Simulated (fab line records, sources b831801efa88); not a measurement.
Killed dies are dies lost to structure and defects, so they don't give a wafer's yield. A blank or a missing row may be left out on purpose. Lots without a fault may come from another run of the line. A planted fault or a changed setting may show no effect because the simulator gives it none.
Which tool did it? | flow gf180mcu | 6 lots, 18 wafers sampled, at 2 steps of a route of 602

WHAT THE GAUGES READ, wafer by wafer
GF_STI_THK_MEAS_04.
lot  | measured    | on            | STI_CVD_03_THK (nm)
L947 | day 2 00:26 | film_metro-04 | 203.3 205.4 204.5
L949 | day 2 09:34 | film_metro-02 | 206.5 208.5 209.1
L952 | day 3 00:34 | film_metro-03 | 208.1 209.2 208.7
L956 | day 3 20:34 | film_metro-03 | 216.8 213.8 209.3 216.6 213.8 209.2
L965 | day 5 17:34 | film_metro-03 | 204.4 204.7 204.1
L968 | day 6 08:38 | film_metro-04 | 209.2 208.4 209.9

WHICH TOOL RAN EACH LOT (tool, then ch and the chambers of the sampled wafers, then the start)
lot  | GF_STI_CVD_03
L947 | lpcvd-02 ch 1, day 1 22:27
L949 | lpcvd-02 ch 0, day 2 07:34
L952 | lpcvd-02 ch 1, day 2 22:34
L956 | lpcvd-02 ch 1, day 3 18:34
L965 | lpcvd-01 ch 0, day 5 15:34
L968 | lpcvd-01 ch 0, day 6 06:37
- GF_STI_CVD_03: deposits Si3N4 from DCS/NH3, target thk 207.16 nm, time 3551 s.

THE ANSWER, worked out from the rows above alone
Rule: what is usual is taken from the lots themselves. Put in order of their means at a reading, lots are off if they are a third of the lots or fewer, leave a main group of 4 or more, and stand apart from it by a gap of 3 or more times the standard deviation of the main group's means; of several such gaps the widest counts. A main group whose means are all the same, to the digits that the tables above print for the reading, isn't used. A lot without any number at a reading at which 4 lots or more have one is off too. The other lots that the step has rows for count as sound.
No lot is off at any reading shown: from this, nothing can be told.

WHAT THE SIMULATOR HAD PUT IN
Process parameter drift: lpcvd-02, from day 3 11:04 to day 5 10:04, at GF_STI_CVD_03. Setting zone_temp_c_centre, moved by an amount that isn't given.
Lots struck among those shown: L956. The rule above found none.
